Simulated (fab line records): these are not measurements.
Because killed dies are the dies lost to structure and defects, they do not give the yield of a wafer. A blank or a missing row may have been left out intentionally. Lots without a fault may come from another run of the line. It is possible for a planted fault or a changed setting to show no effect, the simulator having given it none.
fab line records	flow sky130
record lots=13	wafers=39	last_day=50
route steps=708 shown FIELD_ISO@5 VT_ADJUST_LVTN@101 LOCAL_INTERCONNECT@399 METAL1@434
lots that met no fault: from a run of the same line without faults
start_h: the number of hours between the record's first day and the start of the first shown wafer of the lot	wait_h: time in hours since the lot's previous step	" identical to the entry in the row above	L1.1+2: several wafers, shown together as one row	- either no value or no given start	* or withheld: withheld	< > ~ a bound
route shown NAME@n: a module of which the file shows steps, and the number in the route of the first	usual: the fault-free wafers' mean and standard deviation	same: alike in all rows	chamber/n: place in a boat	sites: each site's reading	_std_site: their standard deviation	_edge_site: inner sites' mean taken away from outer sites' mean	radius_mm: for every site, how far away it sits from the centre of the wafer	mask NAME#n: copy n	behind: the last tool/chamber to shape the wafer	hold: what put the lot on hold/how long, in hours/how the hold closed	device: transistor that didn't switch, given as n, p or np	end of line: the same wafers' tests at the end of the route	step lacking rows: just its recipe	killed: dies lost to structure and defects at the first sort, not the wafer's yield	map: the dies of a wafer, with x for killed, . for not killed, _ for no die there
set.NAME: the run value of the setting; set.NAME@STEP: its run value at that earlier step	model.NAME: the simulator's own value behind a step, which no gauge read
the route's steps for a sample of lots (tables are steps, rows are wafers)
services: when a tool's chamber went out of use (start_h, in hours from the record's first day, below 0 if earlier), for how many hours, and the reason
## steps
# step SKY_FIELD_ISO_THK_MEAS_04
# recipe reads=Si3N4_of_FIELD_ISO_CVD_03
# usual FIELD_ISO_CVD_03_THK=166.8/1.6
lot.wafer	tool	chamber	start_h	wait_h	FIELD_ISO_CVD_03_THK[nm]
L305.1	film_metro-02	-	18.94	0.0	165.4
L305.2	"	-	"	"	164.1
L305.5	"	-	"	"	164.3
L308.1	film_metro-03	-	34.06	0.0	168.6
L308.5	"	-	"	"	169.8
L308.6	"	-	"	"	168.2
L309.1	film_metro-03	-	39.60	0.0	165.1
L309.2	"	-	"	"	165.4
L309.3	"	-	"	"	166.2
L311.3	film_metro-03	-	49.60	0.0	167.6
L311.5	"	-	"	"	166.3
L311.6	"	-	"	"	166.6
L316.2	film_metro-04	-	75.46	0.0	168.3
L316.5	"	-	"	"	168.6
L316.6	"	-	"	"	167.4
L318.3	film_metro-02	-	85.07	0.0	166.3
L318.4	"	-	"	"	167.9
L318.5	"	-	"	"	167.3
L319.4	film_metro-04	-	93.24	0.0	165.1
L319.5	"	-	"	"	165.2
L319.6	"	-	"	"	165.1
L320.1	film_metro-04	-	96.11	0.0	169.3
L320.3	"	-	"	"	169.1
L320.4	"	-	"	"	169.4
L321.1	film_metro-04	-	101.51	0.0	165.3
L321.5	"	-	"	"	164.8
L321.6	"	-	"	"	164.9
L322.2	film_metro-02	-	105.07	0.0	166.1
L322.3	"	-	"	"	169.2
L322.5	"	-	"	"	168.2
L324.2	film_metro-04	-	113.49	0.0	168.9
L324.4	"	-	"	"	169.1
L324.6	"	-	"	"	167.5
L325.3	film_metro-04	-	118.50	0.0	169.6
L325.4	"	-	"	"	169.4
L325.5	"	-	"	"	168.9
L327.1	film_metro-02	-	128.48	0.0	165.7
L327.3	"	-	"	"	165.8
L327.4	"	-	"	"	165.3
# step SKY_VT_ADJUST_LVTN_EXPOSE_04
# recipe mask_id=NWM_COMPLEMENT_LESS_NATIVE	na=0.6	source_shape=conventional	sigma_outer=0.6	polarization=unpolarized	target_cd_nm=840	dose_mj=194
lot.wafer	tool	chamber	start_h	wait_h	mask
L305.1+2+5	iline_stepper-01	0	139.16	-	NWM_COMPLEMENT_LESS_NATIVE#0
L308.1+5+6	iline_stepper-02	0	157.46	-	HVTPM#0
L309.1+2+3	iline_stepper-02	0	161.26	-	NWM_COMPLEMENT_LESS_NATIVE#0
L311.3+5+6	iline_stepper-02	0	182.63	-	NWM_COMPLEMENT_LESS_NATIVE#0
L316.2+5+6	iline_stepper-01	0	222.68	-	NWM_COMPLEMENT_LESS_NATIVE#0
L318.3+4+5	iline_stepper-01	0	225.80	-	NWM_COMPLEMENT_LESS_NATIVE#0
L319.4+5+6	iline_stepper-02	0	229.76	-	NWM_COMPLEMENT_LESS_NATIVE#0
L320.1+3+4	iline_stepper-01	0	236.99	-	NWM_COMPLEMENT_LESS_NATIVE#0
L321.1+5+6	iline_stepper-02	0	245.43	-	NWM_COMPLEMENT_LESS_NATIVE#0
L322.2+3+5	iline_stepper-02	0	246.07	-	NWM_COMPLEMENT_LESS_NATIVE#0
L324.2+4+6	iline_stepper-01	0	258.98	-	NWM_COMPLEMENT_LESS_NATIVE#0
L325.3+4+5	iline_stepper-02	0	265.03	-	NWM_COMPLEMENT_LESS_NATIVE#0
L327.1+3+4	iline_stepper-02	0	288.28	-	NWM_COMPLEMENT_LESS_NATIVE#0
# step SKY_VT_ADJUST_LVTN_OVL_MEAS_07
# usual VT_ADJUST_LVTN_OVL=-0.4/1.1
lot.wafer	tool	chamber	start_h	wait_h	VT_ADJUST_LVTN_OVL[nm]
L305.1	overlay-02	-	149.01	-	-1.4
L305.2	"	-	"	"	-1.7
L305.5	"	-	"	"	-0.1
L308.1	overlay-01	-	167.26	-	-
L308.5	"	-	"	"	-
L308.6	"	-	"	"	-
L309.1	overlay-01	-	170.87	-	1.7
L309.2	"	-	"	"	1.6
L309.3	"	-	"	"	0.3
L311.3	overlay-02	-	192.98	-	1.7
L311.5	"	-	"	"	1.7
L311.6	"	-	"	"	0.9
L316.2	overlay-02	-	233.73	-	-0.3
L316.5	"	-	"	"	1.4
L316.6	"	-	"	"	0.9
L318.3	overlay-01	-	237.57	-	-2.7
L318.4	"	-	"	"	-1.8
L318.5	"	-	"	"	-1.5
L319.4	overlay-01	-	240.83	-	-0.1
L319.5	"	-	"	"	0.5
L319.6	"	-	"	"	0.3
L320.1	overlay-01	-	247.76	-	-1.8
L320.3	"	-	"	"	-0.7
L320.4	"	-	"	"	-1.4
L321.1	overlay-02	-	256.51	-	-0.2
L321.5	"	-	"	"	0.5
L321.6	"	-	"	"	-0.6
L322.2	overlay-02	-	256.86	-	-0.3
L322.3	"	-	"	"	-0.2
L322.5	"	-	"	"	-0.5
L324.2	overlay-02	-	270.76	-	-0.4
L324.4	"	-	"	"	-1.3
L324.6	"	-	"	"	-1.2
L325.3	overlay-01	-	277.03	-	-1.7
L325.4	"	-	"	"	-2.6
L325.5	"	-	"	"	-1.3
L327.1	overlay-02	-	300.62	-	-2.4
L327.3	"	-	"	"	-0.2
L327.4	"	-	"	"	-0.2
# step SKY_VT_ADJUST_LVTN_TW_MEAS_10
# usual VT_ADJUST_LVTN_TW=242.5/2.6
lot.wafer	tool	chamber	start_h	wait_h	VT_ADJUST_LVTN_TW
L305.1	film_metro-04	-	149.30	0.1	241.7
L305.2	"	-	"	"	242.2
L305.5	"	-	"	"	241.0
L308.1	film_metro-03	-	167.54	0.1	30.7
L308.5	"	-	"	"	30.8
L308.6	"	-	"	"	30.6
L309.1	film_metro-01	-	171.16	0.1	238.6
L309.2	"	-	"	"	239.1
L309.3	"	-	"	"	238.6
L311.3	film_metro-04	-	193.28	0.1	243.1
L311.5	"	-	"	"	241.3
L311.6	"	-	"	"	243.9
L316.2	film_metro-04	-	234.02	0.1	242.1
L316.5	"	-	"	"	242.7
L316.6	"	-	"	"	243.4
L318.3	film_metro-01	-	237.87	0.1	239.4
L318.4	"	-	"	"	239.3
L318.5	"	-	"	"	239.1
L319.4	film_metro-03	-	241.13	0.1	244.7
L319.5	"	-	"	"	244.2
L319.6	"	-	"	"	245.7
L320.1	film_metro-01	-	248.05	0.1	239.1
L320.3	"	-	"	"	238.7
L320.4	"	-	"	"	239.7
L321.1	film_metro-03	-	256.79	0.1	244.0
L321.5	"	-	"	"	245.9
L321.6	"	-	"	"	244.7
L322.2	film_metro-04	-	257.15	0.1	241.8
L322.3	"	-	"	"	243.3
L322.5	"	-	"	"	244.2
L324.2	film_metro-04	-	271.05	0.1	241.7
L324.4	"	-	"	"	242.4
L324.6	"	-	"	"	241.8
L325.3	film_metro-04	-	277.33	0.1	241.3
L325.4	"	-	"	"	242.6
L325.5	"	-	"	"	241.8
L327.1	film_metro-04	-	300.91	0.1	241.7
L327.3	"	-	"	"	242.6
L327.4	"	-	"	"	242.7
# step SKY_LOCAL_INTERCONNECT_OVL_MEAS_12
# usual LOCAL_INTERCONNECT_OVL=2/5.2
lot.wafer	tool	chamber	start_h	wait_h	LOCAL_INTERCONNECT_OVL[nm]
L305.1	overlay-02	-	714.08	0.1	-1
L305.2	"	-	"	"	1
L305.5	"	-	"	"	-2
L308.1	overlay-02	-	738.30	0.1	4
L308.5	"	-	"	"	5
L308.6	"	-	"	"	11
L309.1	overlay-01	-	748.54	0.1	1
L309.2	"	-	"	"	4
L309.3	"	-	"	"	4
L311.3	overlay-01	-	767.14	0.1	3
L311.5	"	-	"	"	2
L311.6	"	-	"	"	7
L316.2	overlay-01	-	818.36	0.1	6
L316.5	"	-	"	"	8
L316.6	"	-	"	"	3
L318.3	overlay-01	-	821.04	0.1	1
L318.4	"	-	"	"	-7
L318.5	"	-	"	"	-5
L319.4	overlay-01	-	827.84	0.1	-1
L319.5	"	-	"	"	3
L319.6	"	-	"	"	0
L320.1	overlay-02	-	836.96	0.1	8
L320.3	"	-	"	"	6
L320.4	"	-	"	"	4
L322.2	overlay-01	-	844.64	0.1	2
L322.3	"	-	"	"	6
L322.5	"	-	"	"	10
L321.1	overlay-02	-	845.03	0.1	10
L321.5	"	-	"	"	4
L321.6	"	-	"	"	15
L324.2	overlay-02	-	858.86	0.1	1
L324.4	"	-	"	"	4
L324.6	"	-	"	"	-3
L325.3	overlay-02	-	870.04	0.1	-1
L325.4	"	-	"	"	-1
L325.5	"	-	"	"	3
L327.1	overlay-02	-	897.78	0.1	-9
L327.3	"	-	"	"	-2
L327.4	"	-	"	"	-4
# step SKY_METAL1_SPUTTER_00
# recipe material=Ti	target_thk_nm=15	power_w=3000	time_s=10	chamber_pressure_pa=0.4
# usual throttle_valve_pct=30.3/1.1
lot.wafer	tool	chamber	start_h	wait_h	throttle_valve_pct
L305.1	pvd_sputter-03	-	744.31	0.1	30.5
L305.2	"	-	"	"	29.9
L305.5	"	-	"	"	30.0
L308.1	pvd_sputter-02	-	768.19	0.2	28.6
L308.5	"	-	"	"	28.8
L308.6	"	-	"	"	28.6
L309.1	pvd_sputter-02	-	778.43	0.2	28.5
L309.2	"	-	"	"	30.5
L309.3	"	-	"	"	30.3
L311.3	pvd_sputter-01	-	797.33	0.2	29.7
L311.5	"	-	"	"	29.9
L311.6	"	-	"	"	30.0
L316.2	pvd_sputter-03	-	847.54	0.1	30.7
L316.5	"	-	"	"	29.7
L316.6	"	-	"	"	31.2
L318.3	pvd_sputter-01	-	850.87	0.2	32.0
L318.4	"	-	"	"	30.1
L318.5	"	-	"	"	32.5
L319.4	pvd_sputter-01	-	856.29	0.2	29.9
L319.5	"	-	"	"	32.4
L319.6	"	-	"	"	30.0
L320.1	pvd_sputter-03	-	864.94	0.2	30.0
L320.3	"	-	"	"	29.1
L320.4	"	-	"	"	31.4
L322.2	pvd_sputter-03	-	874.22	0.1	29.5
L322.3	"	-	"	"	29.9
L322.5	"	-	"	"	31.3
L321.1	pvd_sputter-01	-	874.49	0.2	32.4
L321.5	"	-	"	"	28.2
L321.6	"	-	"	"	32.1
L324.2	pvd_sputter-01	-	887.29	0.1	30.2
L324.4	"	-	"	"	32.4
L324.6	"	-	"	"	30.3
L325.3	pvd_sputter-03	-	898.28	0.1	30.1
L325.4	"	-	"	"	29.2
L325.5	"	-	"	"	30.5
L327.1	pvd_sputter-03	-	926.14	0.1	29.2
L327.3	"	-	"	"	30.2
L327.4	"	-	"	"	29.4
## services
tool	chamber	start_h	hours	kind
iline_stepper-02	-	115.95	19.9	repair
iline_stepper-02	-	121.43	2.6	repair
iline_stepper-02	-	139.81	1.7	pm
pvd_sputter-03	-	145.17	0.5	repair
pvd_sputter-01	-	172.68	2.8	repair
pvd_sputter-03	-	189.69	3.5	repair
iline_stepper-02	-	204.29	2.1	pm
pvd_sputter-01	-	213.47	2.2	repair
pvd_sputter-03	-	218.82	5.5	repair
iline_stepper-01	-	237.62	8.9	pm
pvd_sputter-01	-	242.11	4.7	repair
iline_stepper-01	-	314.75	1.7	pm
iline_stepper-02	-	357.99	1.7	pm
pvd_sputter-01	-	461.84	5.3	repair
pvd_sputter-01	-	476.31	1.3	repair
pvd_sputter-03	-	555.46	11.3	repair
iline_stepper-02	-	576.17	1.7	pm
iline_stepper-02	-	674.82	10.5	repair
pvd_sputter-03	-	689.98	3.4	repair
pvd_sputter-03	-	763.15	3.3	repair
iline_stepper-02	-	794.35	1.7	pm
iline_stepper-02	-	845.32	4.3	repair
pvd_sputter-03	-	884.55	2.8	repair
pvd_sputter-03	-	920.64	3.4	repair
## key
first_sign step=SKY_VT_ADJUST_LVTN_EXPOSE_04	reading=mask	direction=changed
effect step=SKY_VT_ADJUST_LVTN_OVL_MEAS_07	reading=VT_ADJUST_LVTN_OVL	direction=missing
effect step=SKY_VT_ADJUST_LVTN_TW_MEAS_10	reading=VT_ADJUST_LVTN_TW	direction=down	sigmas=81	usual=242.5	struck=30.7
met_at SKY_VT_ADJUST_LVTN_EXPOSE_04
struck_lots L308
sort_left_out L308.1,L308.5,L308.6
tester_left_out L308
not_acting_at SKY_FIELD_ISO_THK_MEAS_04,SKY_LOCAL_INTERCONNECT_OVL_MEAS_12,SKY_METAL1_SPUTTER_00
fault kind=wrong_mask	tool=any	chamber=-	onset_h=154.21	steps=SKY_VT_ADJUST_LVTN_EXPOSE_04	aux_copy=HVTPM#0	scope=struck_lots_only
# tester_left_out: of these lots the tester's yield and bins aren't shown, on N5 and GAA mostly nor the transistor test; their killed dies are dies lost to structure and defects alone, not to doping, threshold or leakage, so they don't give the yield
# sort_left_out: the simulated sort isn't trusted on such a fault, so these wafers' sort isn't shown, and their yield isn't known
